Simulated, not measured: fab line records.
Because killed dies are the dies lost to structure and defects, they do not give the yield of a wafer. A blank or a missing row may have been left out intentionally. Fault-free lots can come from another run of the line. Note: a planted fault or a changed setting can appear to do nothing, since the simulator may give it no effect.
fab line records	flow gf180mcu	part 1 of 2: steps 1 to 27 of 36
record lots=5	wafers=15	lastDay=34
route steps=602 shown M3@414 V3@429
lots untouched by any fault: they come from a run of this same line in which no faults occurred
startH: hours from the record's first day to the start of the lot's first wafer shown	waitH: hours from the lot's prior step to this one	" the same as in the row above	L1.1+2: a row that stands for several wafers	- value missing, or start not given	* or withheld: withheld	< > ~ a bound
route shown NAME@n: names a module that has steps shown in the file, with the first one's number in the route	usual: the fault-free wafers' mean and standard deviation	same: alike in all rows	chamber/n: place in a boat	sites: each site's reading	_std_site: the standard deviation of these	_edge_site: outer sites' mean less inner sites'	radiusMm: how far each site lies from the wafer's centre	mask NAME#n: copy n	behind: tool/chamber where the wafer was last shaped	hold: what put the lot on hold/how long, in hours/how the hold closed	device: transistor that didn't switch, given as n, p or np	end of line: tests of these same wafers at the route's end	a step with no rows: only its recipe	killed: at the first sort, the dies lost to defects and structure; wafer yield is something else	map: the dies of a wafer, with x for killed, . for not killed, _ for no die there
set.NAME: the setting the step ran with; set.NAME@STEP: the setting that earlier step ran with	model.NAME: the simulator's own value behind a step, which no gauge read
lots at selected steps of the route; one table per step, one row per wafer
services: a tool's chamber out of use, with start hour (startH, from the record's first day; less than 0 if before it), hours out, and reason
## steps
# step GF_M3_RS_MEAS_05
# recipe thkMeasGauge=four-point-probe	reads=TiN_of_M3_SPUTTER_04+Ti_of_M3_SPUTTER_03+AlCu_of_M3_SPUTTER_02+TiN_of_M3_SPUTTER_01+Ti_of_M3_SPUTTER_00
# usual M3_ALCU_RS=0.0692/0.00087
lot.wafer	tool	chamber	startH	waitH	M3_ALCU_RS[ohm/sq]
L076.3	filmMetro-04	-	495.82	0.1	0.0706
L076.5	"	-	"	"	0.0694
L076.6	"	-	"	"	0.0697
L077.1	filmMetro-01	-	499.76	0.0	0.0678
L077.4	"	-	"	"	0.0686
L077.6	"	-	"	"	0.0686
L082.1	filmMetro-01	-	552.41	0.0	0.0703
L082.4	"	-	"	"	0.0696
L082.6	"	-	"	"	0.0697
L090.2	filmMetro-04	-	598.42	0.0	0.0695
L090.3	"	-	"	"	0.0695
L090.4	"	-	"	"	0.0698
L094.1	filmMetro-01	-	635.39	0.0	0.0685
L094.2	"	-	"	"	0.0699
L094.4	"	-	"	"	0.0699
# step GF_M3_THK_MEAS_06
# recipe thkMeasGauge=xrf	reads=AlCu_of_M3_SPUTTER_02
# usual M3_ALCU_THK=460/6.1
lot.wafer	tool	chamber	startH	waitH	M3_ALCU_THK[nm]
L076.3	filmMetro-04	-	495.92	0.1	448
L076.5	"	-	"	"	457
L076.6	"	-	"	"	453
L077.1	filmMetro-01	-	499.88	0.1	469
L077.4	"	-	"	"	466
L077.6	"	-	"	"	463
L082.1	filmMetro-01	-	552.53	0.1	453
L082.4	"	-	"	"	458
L082.6	"	-	"	"	456
L090.2	filmMetro-04	-	598.53	0.1	457
L090.3	"	-	"	"	459
L090.4	"	-	"	"	455
L094.1	filmMetro-01	-	635.51	0.1	466
L094.2	"	-	"	"	456
L094.4	"	-	"	"	455
# step GF_M3_DEHYDRATE_07
# recipe tempC=200	timeS=60
# usual resistLineTempC=23.00/0.1
lot.wafer	tool	chamber	startH	waitH	resistLineTempC
L076.3	lithoTrack-02	0	507.32	11.4	23.06
L076.5	"	0	"	"	22.89
L076.6	"	0	"	"	23.04
L077.1	lithoTrack-03	0	510.24	10.4	22.98
L077.4	"	0	"	"	22.96
L077.6	"	0	"	"	23.04
L082.1	lithoTrack-02	0	562.22	9.7	22.92
L082.4	"	0	"	"	23.03
L082.6	"	0	"	"	22.86
L090.2	lithoTrack-02	0	607.94	9.4	22.97
L090.3	"	0	"	"	22.87
L090.4	"	0	"	"	22.93
L094.1	lithoTrack-01	0	644.94	9.4	23.04
L094.2	"	0	"	"	23.02
L094.4	"	0	"	"	23.26
# step GF_M3_HMDS_08
# recipe primeTimeS=60	primeTempC=120
# usual resistLineTempC=22.98/0.1
lot.wafer	tool	chamber	startH	waitH	resistLineTempC
L076.3	lithoTrack-02	0	507.47	0.1	23.05
L076.5	"	0	"	"	22.98
L076.6	"	0	"	"	22.92
L077.1	lithoTrack-03	0	510.39	0.1	22.92
L077.4	"	0	"	"	22.99
L077.6	"	0	"	"	22.95
L082.1	lithoTrack-02	0	562.37	0.1	22.86
L082.4	"	0	"	"	22.94
L082.6	"	0	"	"	22.88
L090.2	lithoTrack-02	0	608.09	0.1	23.03
L090.3	"	0	"	"	22.95
L090.4	"	0	"	"	22.98
L094.1	lithoTrack-01	0	645.09	0.1	22.86
L094.2	"	0	"	"	22.95
L094.4	"	0	"	"	22.90
# step GF_M3_COAT_09
# recipe resist=KrF	spinRpm=withheld	resistThkNm=1000
# usual resistLineTempC=22.99/0.11
lot.wafer	tool	chamber	startH	waitH	resistLineTempC
L076.3	lithoTrack-02	0	507.62	0.1	23.18
L076.5	"	0	"	"	23.09
L076.6	"	0	"	"	22.91
L077.1	lithoTrack-03	0	510.54	0.1	22.93
L077.4	"	0	"	"	23.14
L077.6	"	0	"	"	23.09
L082.1	lithoTrack-02	0	562.52	0.1	23.11
L082.4	"	0	"	"	23.03
L082.6	"	0	"	"	22.95
L090.2	lithoTrack-02	0	608.24	0.1	22.84
L090.3	"	0	"	"	23.00
L090.4	"	0	"	"	22.95
L094.1	lithoTrack-01	0	645.24	0.1	23.15
L094.2	"	0	"	"	22.96
L094.4	"	0	"	"	23.00
# step GF_M3_SOFTBAKE_10
# recipe tempC=130	timeS=60	resist=KrF
# usual resistLineTempC=23.01/0.11
lot.wafer	tool	chamber	startH	waitH	resistLineTempC
L076.3	lithoTrack-02	0	507.77	0.1	23.00
L076.5	"	0	"	"	22.90
L076.6	"	0	"	"	23.08
L077.1	lithoTrack-03	0	510.69	0.1	22.98
L077.4	"	0	"	"	22.90
L077.6	"	0	"	"	23.07
L082.1	lithoTrack-02	0	562.67	0.1	23.03
L082.4	"	0	"	"	22.87
L082.6	"	0	"	"	22.90
L090.2	lithoTrack-02	0	608.39	0.1	23.11
L090.3	"	0	"	"	22.84
L090.4	"	0	"	"	22.91
L094.1	lithoTrack-01	0	645.39	0.1	22.86
L094.2	"	0	"	"	23.00
L094.4	"	0	"	"	23.01
# step GF_M3_EXPOSE_11
# recipe maskId=Metal3	targetCdNm=280	na=0.68	sourceShape=conventional	sigmaOuter=0.6	doseMj=28
lot.wafer	tool	chamber	startH	waitH	mask
L076.3+5+6	krfScanner-02	0	-	-	Metal3#0
L077.1+4+6	krfScanner-01	0	-	-	Metal3#0
L082.1+4+6	krfScanner-02	0	-	-	Metal3#0
L090.2+3+4	krfScanner-01	0	-	-	Metal3#0
L094.1+2+4	krfScanner-02	0	-	-	Metal3#0
# step GF_M3_PEB_12
# recipe pebTempC=135	pebTimeS=90	resist=KrF
# usual resistLineTempC=23.00/0.1
lot.wafer	tool	chamber	startH	waitH	resistLineTempC
L076.3	lithoTrack-03	0	-	-	23.01
L076.5	"	0	"	"	22.95
L076.6	"	0	"	"	22.85
L077.1	lithoTrack-02	0	-	-	23.03
L077.4	"	0	"	"	23.03
L077.6	"	0	"	"	22.96
L082.1	lithoTrack-01	0	-	-	22.97
L082.4	"	0	"	"	22.89
L082.6	"	0	"	"	22.99
L090.2	lithoTrack-02	0	-	-	23.05
L090.3	"	0	"	"	23.02
L090.4	"	0	"	"	23.03
L094.1	lithoTrack-02	0	-	-	23.29
L094.2	"	0	"	"	23.12
L094.4	"	0	"	"	23.11
# step GF_M3_DEVELOP_13
# recipe developTimeS=60	devTempC=21
# usual resistLineTempC=23.00/0.1
lot.wafer	tool	chamber	startH	waitH	resistLineTempC
L076.3	lithoTrack-03	0	518.74	0.1	22.77
L076.5	"	0	"	"	23.01
L076.6	"	0	"	"	22.94
L077.1	lithoTrack-02	0	522.72	0.2	23.02
L077.4	"	0	"	"	23.01
L077.6	"	0	"	"	23.03
L082.1	lithoTrack-01	0	574.19	0.2	23.13
L082.4	"	0	"	"	22.99
L082.6	"	0	"	"	22.99
L090.2	lithoTrack-02	0	618.84	0.2	22.97
L090.3	"	0	"	"	23.07
L090.4	"	0	"	"	22.94
L094.1	lithoTrack-02	0	655.42	0.2	22.98
L094.2	"	0	"	"	23.01
L094.4	"	0	"	"	23.11
# step GF_M3_CD_MEAS_14
# recipe targetCdNm=280
# usual cdNm=279.6/1.1
lot.wafer	tool	chamber	startH	waitH	cdNm
L076.3	cdSem-01	-	518.88	0.1	276.8
L076.5	"	-	"	"	277.6
L076.6	"	-	"	"	278.8
L077.1	cdSem-02	-	522.88	0.1	281.2
L077.4	"	-	"	"	279.7
L077.6	"	-	"	"	279.8
L082.1	cdSem-01	-	574.34	0.1	280.0
L082.4	"	-	"	"	280.3
L082.6	"	-	"	"	280.3
L090.2	cdSem-01	-	618.99	0.1	280.2
L090.3	"	-	"	"	278.9
L090.4	"	-	"	"	280.9
L094.1	cdSem-01	-	655.57	0.1	279.8
L094.2	"	-	"	"	279.4
L094.4	"	-	"	"	281.0
# step GF_M3_OVL_MEAS_15
# usual M3_OVL=-2/5.6
lot.wafer	tool	chamber	startH	waitH	M3_OVL[nm]
L076.3	overlay-02	-	518.97	0.1	-10
L076.5	"	-	"	"	-4
L076.6	"	-	"	"	-10
L077.1	overlay-02	-	523.00	0.1	-5
L077.4	"	-	"	"	-6
L077.6	"	-	"	"	-6
L082.1	overlay-02	-	574.46	0.1	1
L082.4	"	-	"	"	2
L082.6	"	-	"	"	-4
L090.2	overlay-02	-	619.09	0.1	-4
L090.3	"	-	"	"	2
L090.4	"	-	"	"	1
L094.1	overlay-01	-	655.69	0.1	4
L094.2	"	-	"	"	6
L094.4	"	-	"	"	4
# step GF_M3_METAL_ETCH_16
# recipe chemistry=Cl2/BCl3	maskMaterial=KrF	targetDepthNm=627.5	stopOn=SiO2	pressureMtorr=8	icpW=800	biasW=140	Cl2_flow_sccm=80	bcl3FlowSccm=40	timeS=104.6
# usual drypumpMotorCurrentA=5.7/0.46	heBacksideLeakSccm=3.28/0.24	oesProductAu=0.974/0.0066	rfFwdPowerW=795.5/2.4	throttleValvePct=28.249/0.0098
lot.wafer	tool	chamber	startH	waitH	drypumpMotorCurrentA	heBacksideLeakSccm	oesProductAu	rfFwdPowerW	rfHoursCounterH	throttleValvePct
L076.3	rieMetal-04	1	519.03	0.1	5.3	3.37	0.968	796.6	-	28.257
L076.5	"	0	"	"	5.9	3.71	0.973	795.5	-	28.239
L076.6	"	1	"	"	5.3	3.34	0.972	799.4	-	28.256
L077.1	rieMetal-01	0	523.04	0.0	5.1	3.32	0.978	793.0	11	28.233
L077.4	"	1	"	"	6.5	3.21	0.983	791.2	-	28.234
L077.6	"	1	"	"	6.6	3.24	0.989	796.4	-	28.247
L082.1	rieMetal-01	0	574.50	0.0	5.1	3.27	0.966	795.1	12	28.244
L082.4	"	0	"	"	5.1	3.05	0.977	792.7	-	28.247
L082.6	"	1	"	"	6.5	3.11	0.974	793.2	-	28.251
L090.2	rieMetal-04	1	619.12	0.0	5.3	3.34	0.979	799.8	6	28.265
L090.3	"	1	"	"	5.3	3.43	0.968	795.1	-	28.246
L090.4	"	0	"	"	5.8	3.16	0.975	793.8	-	28.237
L094.1	rieMetal-04	1	655.72	0.0	5.3	3.02	0.971	799.7	7	28.247
L094.2	"	0	"	"	5.9	3.43	0.974	793.6	11	28.255
L094.4	"	1	"	"	5.3	3.03	0.971	797.6	-	28.254
# step GF_M3_STRIP_17
# recipe chemistry=O2/N2	powerW=1400	pressureMtorr=1500	platenTempC=250	o2FlowSccm=3000	n2FlowSccm=300	overashFraction=0.5
# usual drypumpMotorCurrentA=6.1/0.51	heaterPowerW=337/30	oesProductAu=0.557/0.0047	stripTimeToEndpointS=7.86/0.049
lot.wafer	tool	chamber	startH	waitH	drypumpMotorCurrentA	heaterPowerW	oesProductAu	rfHoursCounterH	stripTimeToEndpointS
L076.3	plasmaAsher-03	0	519.14	0.1	6.7	365	0.560	-	7.85
L076.5	"	1	"	"	5.9	366	0.555	-	7.83
L076.6	"	0	"	"	6.7	348	0.561	-	7.89
L077.1	plasmaAsher-03	1	523.15	0.1	6.0	368	0.548	74	7.76
L077.4	"	1	"	"	6.0	365	0.561	-	7.81
L077.6	"	1	"	"	6.0	367	0.556	-	7.79
L082.1	plasmaAsher-01	1	574.61	0.1	5.6	377	0.563	14	7.81
L082.4	"	1	"	"	5.6	358	0.566	-	7.85
L082.6	"	1	"	"	5.6	362	0.557	-	7.86
L090.2	plasmaAsher-01	0	619.24	0.1	6.0	282	0.565	19	7.88
L090.3	"	0	"	"	6.0	283	0.557	-	7.84
L090.4	"	1	"	"	5.6	349	0.556	-	7.87
L094.1	plasmaAsher-03	0	655.84	0.1	6.8	367	0.556	89	7.89
L094.2	"	1	"	"	6.0	349	0.548	89	7.89
L094.4	"	1	"	"	5.9	366	0.555	-	7.90
# step GF_M3_STRIP_18
# recipe chemistry=postEtchResidueRemover	timeS=1200	tempC=72.5
lot.wafer	tool	chamber	startH	waitH
L076.3+5+6	wetBench-02	1	519.21	0.0
L077.1+4+6	wetBench-04	3	523.25	0.1
L082.1+4+6	wetBench-04	2	574.71	0.1
L090.2+3+4	wetBench-01	1	619.34	0.1
L094.1+2+4	wetBench-04	3	655.94	0.1
# step GF_M3_CLEAN_19
# recipe chemistry=DIW	dry=n2Spin
lot.wafer	tool	chamber	startH	waitH
L076.3+5+6	wetBench-04	1	519.55	0.0
L077.1+4+6	wetBench-01	1	523.59	0.0
L082.1+4+6	wetBench-01	2	575.05	0.0
L090.2+3+4	wetBench-04	2	619.68	0.0
L094.1+2+4	wetBench-01	2	656.28	0.0
# step GF_V3_CVD_00
# recipe material=SiO2	targetThkNm=600	sigmaOpenFrac=0.3	tempC=400	timeS=100	sih4FlowSccm=60	pressureMtorr=6
# usual sih4FlowSccm=60.02/0.18
lot.wafer	tool	chamber	startH	waitH	sih4FlowSccm
L076.3	hdpcvd-02	0	519.64	0.0	59.98
L076.5	"	1	"	"	60.25
L076.6	"	2	"	"	59.85
L077.1	hdpcvd-01	1	523.68	0.0	59.99
L077.4	"	0	"	"	59.85
L077.6	"	1	"	"	60.07
L082.1	hdpcvd-01	2	575.15	0.0	60.17
L082.4	"	2	"	"	60.16
L082.6	"	1	"	"	60.19
L090.2	hdpcvd-01	2	619.78	0.0	60.03
L090.3	"	0	"	"	60.07
L090.4	"	0	"	"	60.24
L094.1	hdpcvd-02	1	656.38	0.0	60.18
L094.2	"	0	"	"	59.77
L094.4	"	2	"	"	59.82
# step GF_V3_THK_MEAS_01
# recipe reads=SiO2_of_V3_CVD_00
# usual V3_CVD_00_THK=602/7.3
lot.wafer	tool	chamber	startH	waitH	V3_CVD_00_THK[nm]
L076.3	filmMetro-04	-	519.73	0.1	599
L076.5	"	-	"	"	598
L076.6	"	-	"	"	598
L077.1	filmMetro-04	-	523.75	0.0	591
L077.4	"	-	"	"	600
L077.6	"	-	"	"	590
L082.1	filmMetro-04	-	575.23	0.0	605
L082.4	"	-	"	"	607
L082.6	"	-	"	"	601
L090.2	filmMetro-03	-	619.86	0.0	610
L090.3	"	-	"	"	606
L090.4	"	-	"	"	600
L094.1	filmMetro-02	-	656.45	0.0	599
L094.2	"	-	"	"	607
L094.4	"	-	"	"	601
# step GF_V3_CVD_02
# recipe material=SiO2	targetThkNm=850	precursor=TEOS	tempC=400	timeS=94.851	rfW=600
# usual heaterPowerW=663/130	rfFwdPowerW=596.6/2
lot.wafer	tool	chamber	startH	waitH	heaterPowerW	rfFwdPowerW
L076.3	pecvd-02	2	519.77	0.0	616	595.0
L076.5	"	2	"	"	666	598.6
L076.6	"	1	"	"	711	596.0
L077.1	pecvd-02	2	523.81	0.1	686	594.1
L077.4	"	2	"	"	736	595.3
L077.6	"	1	"	"	559	593.9
L082.1	pecvd-01	2	575.29	0.1	778	600.6
L082.4	"	1	"	"	606	592.2
L082.6	"	2	"	"	835	600.0
L090.2	pecvd-03	1	619.91	0.0	746	598.3
L090.3	"	2	"	"	954	599.8
L090.4	"	1	"	"	593	597.5
L094.1	pecvd-01	2	656.51	0.1	815	598.2
L094.2	"	0	"	"	494	594.1
L094.4	"	1	"	"	708	593.8
# step GF_V3_THK_MEAS_03
# recipe reads=SiO2_of_V3_CVD_02
# usual V3_CVD_02_THK=847/14
lot.wafer	tool	chamber	startH	waitH	V3_CVD_02_THK[nm]
L076.3	filmMetro-02	-	519.86	0.1	823
L076.5	"	-	"	"	843
L076.6	"	-	"	"	850
L077.1	filmMetro-04	-	523.88	0.0	837
L077.4	"	-	"	"	844
L077.6	"	-	"	"	857
L082.1	filmMetro-03	-	575.36	0.0	859
L082.4	"	-	"	"	862
L082.6	"	-	"	"	878
L090.2	filmMetro-02	-	620.02	0.1	839
L090.3	"	-	"	"	841
L090.4	"	-	"	"	850
L094.1	filmMetro-04	-	656.58	0.0	844
L094.2	"	-	"	"	856
L094.4	"	-	"	"	850
# step GF_V3_CMP_04
# recipe material=SiO2	downForcePsi=4	platenRpm=60	padVelocityMS=0.94248
# usual edgeZonePressureFrac=0.999/0.0051	motorCurrentA=11.6/0.86	timeToEndpointS=80/6.6
lot.wafer	tool	chamber	startH	waitH	edgeZonePressureFrac	motorCurrentA	timeToEndpointS
L076.3	cmp-02	2	519.90	0.0	0.998	13.7	73
L076.5	"	2	"	"	1.003	14.0	82
L076.6	"	3	"	"	1.004	10.6	81
L077.1	cmp-01	3	523.94	0.1	0.998	12.8	75
L077.4	"	2	"	"	0.996	12.0	83
L077.6	"	3	"	"	0.995	12.0	81
L082.4	cmp-02	0	575.52	0.1	1.002	11.0	88
L082.1	"	3	"	"	0.995	10.7	92
L082.6	"	0	"	"	1.006	11.5	91
L090.2	cmp-02	2	620.07	0.0	0.993	14.2	84
L090.3	"	3	"	"	1.003	11.1	82
L090.4	"	1	"	"	0.999	11.4	86
L094.1	cmp-02	0	656.64	0.1	0.997	11.0	76
L094.2	"	1	"	"	0.998	10.8	84
L094.4	"	2	"	"	0.992	13.5	89
# step GF_V3_BOW_MEAS_05
# recipe mode=bow
# usual V3_BOW=116/8.2
lot.wafer	tool	chamber	startH	waitH	V3_BOW[um]
L076.3	filmMetro-03	-	520.24	0.3	120
L076.5	"	-	"	"	124
L076.6	"	-	"	"	119
L077.1	filmMetro-04	-	524.24	0.2	118
L077.4	"	-	"	"	122
L077.6	"	-	"	"	119
L082.1	filmMetro-04	-	575.82	0.1	121
L082.4	"	-	"	"	119
L082.6	"	-	"	"	124
L090.2	filmMetro-02	-	620.39	0.3	119
L090.3	"	-	"	"	120
L090.4	"	-	"	"	111
L094.1	filmMetro-03	-	656.94	0.2	117
L094.2	"	-	"	"	108
L094.4	"	-	"	"	107
# step GF_V3_DEHYDRATE_06
# recipe tempC=200	timeS=60
# usual resistLineTempC=23.01/0.11
lot.wafer	tool	chamber	startH	waitH	resistLineTempC
L076.3	lithoTrack-03	0	531.29	11.0	22.97
L076.5	"	0	"	"	23.00
L076.6	"	0	"	"	23.09
L077.1	lithoTrack-04	0	534.86	10.6	23.05
L077.4	"	0	"	"	22.91
L077.6	"	0	"	"	23.03
L082.1	lithoTrack-03	0	585.49	9.6	23.27
L082.4	"	0	"	"	23.09
L082.6	"	0	"	"	23.06
L090.2	lithoTrack-04	0	629.48	9.1	22.94
L090.3	"	0	"	"	23.10
L090.4	"	0	"	"	23.12
L094.1	lithoTrack-04	0	666.06	9.1	23.03
L094.2	"	0	"	"	23.05
L094.4	"	0	"	"	23.09
# step GF_V3_HMDS_07
# recipe primeTimeS=60	primeTempC=120
# usual resistLineTempC=22.99/0.1
lot.wafer	tool	chamber	startH	waitH	resistLineTempC
L076.3	lithoTrack-03	0	531.44	0.1	22.88
L076.5	"	0	"	"	23.01
L076.6	"	0	"	"	22.92
L077.1	lithoTrack-04	0	535.01	0.1	23.01
L077.4	"	0	"	"	23.04
L077.6	"	0	"	"	23.04
L082.1	lithoTrack-03	0	585.64	0.1	22.99
L082.4	"	0	"	"	23.02
L082.6	"	0	"	"	23.04
L090.2	lithoTrack-04	0	629.63	0.1	22.88
L090.3	"	0	"	"	22.89
L090.4	"	0	"	"	22.86
L094.1	lithoTrack-04	0	666.21	0.1	22.98
L094.2	"	0	"	"	22.94
L094.4	"	0	"	"	22.86
# step GF_V3_COAT_08
# recipe resist=BARC	tempC=withheld	timeS=withheld	spinRpm=withheld	resistThkNm=withheld
# usual resistLineTempC=*
lot.wafer	tool	chamber	startH	waitH	resistLineTempC
L076.3	lithoTrack-03	0	531.59	0.1	*
L076.5	"	0	"	"	*
L076.6	"	0	"	"	*
L077.1	lithoTrack-04	0	535.16	0.1	*
L077.4	"	0	"	"	*
L077.6	"	0	"	"	*
L082.1	lithoTrack-03	0	585.79	0.1	*
L082.4	"	0	"	"	*
L082.6	"	0	"	"	*
L090.2	lithoTrack-04	0	629.78	0.1	*
L090.3	"	0	"	"	*
L090.4	"	0	"	"	*
L094.1	lithoTrack-04	0	666.36	0.1	*
L094.2	"	0	"	"	*
L094.4	"	0	"	"	*
# step GF_V3_COAT_09
# recipe resist=KrF	spinRpm=withheld	resistThkNm=1000
# usual resistLineTempC=23.00/0.098
lot.wafer	tool	chamber	startH	waitH	resistLineTempC
L076.3	lithoTrack-03	0	-	-	22.89
L076.5	"	0	"	"	22.96
L076.6	"	0	"	"	22.78
L077.1	lithoTrack-04	0	-	-	22.87
L077.4	"	0	"	"	22.97
L077.6	"	0	"	"	23.00
L082.1	lithoTrack-03	0	-	-	23.06
L082.4	"	0	"	"	22.91
L082.6	"	0	"	"	22.94
L090.2	lithoTrack-04	0	-	-	23.02
L090.3	"	0	"	"	23.00
L090.4	"	0	"	"	23.02
L094.1	lithoTrack-04	0	-	-	23.07
L094.2	"	0	"	"	23.03
L094.4	"	0	"	"	23.06
# step GF_V3_SOFTBAKE_10
# recipe tempC=130	timeS=60	resist=KrF
# usual resistLineTempC=23.01/0.11
lot.wafer	tool	chamber	startH	waitH	resistLineTempC
L076.3	lithoTrack-03	0	-	-	23.16
L076.5	"	0	"	"	22.96
L076.6	"	0	"	"	23.04
L077.1	lithoTrack-04	0	-	-	22.95
L077.4	"	0	"	"	22.98
L077.6	"	0	"	"	22.92
L082.1	lithoTrack-03	0	-	-	22.96
L082.4	"	0	"	"	23.10
L082.6	"	0	"	"	22.95
L090.2	lithoTrack-04	0	-	-	23.01
L090.3	"	0	"	"	22.92
L090.4	"	0	"	"	22.96
L094.1	lithoTrack-04	0	-	-	22.99
L094.2	"	0	"	"	23.14
L094.4	"	0	"	"	23.11
# step GF_V3_EXPOSE_11
# recipe maskId=Via3	targetCdNm=260	na=0.68	sourceShape=conventional	sigmaOuter=0.6	doseMj=38
lot.wafer	tool	chamber	startH	waitH	mask
L076.3+5+6	krfScanner-02	0	-	-	Via3#0
L077.1+4+6	krfScanner-01	0	-	-	Via3#0
L082.1+4+6	krfScanner-01	0	-	-	Via3#0
L090.2+3+4	krfScanner-02	0	-	-	Via3#0
L094.1+2+4	krfScanner-01	0	-	-	Via3#0
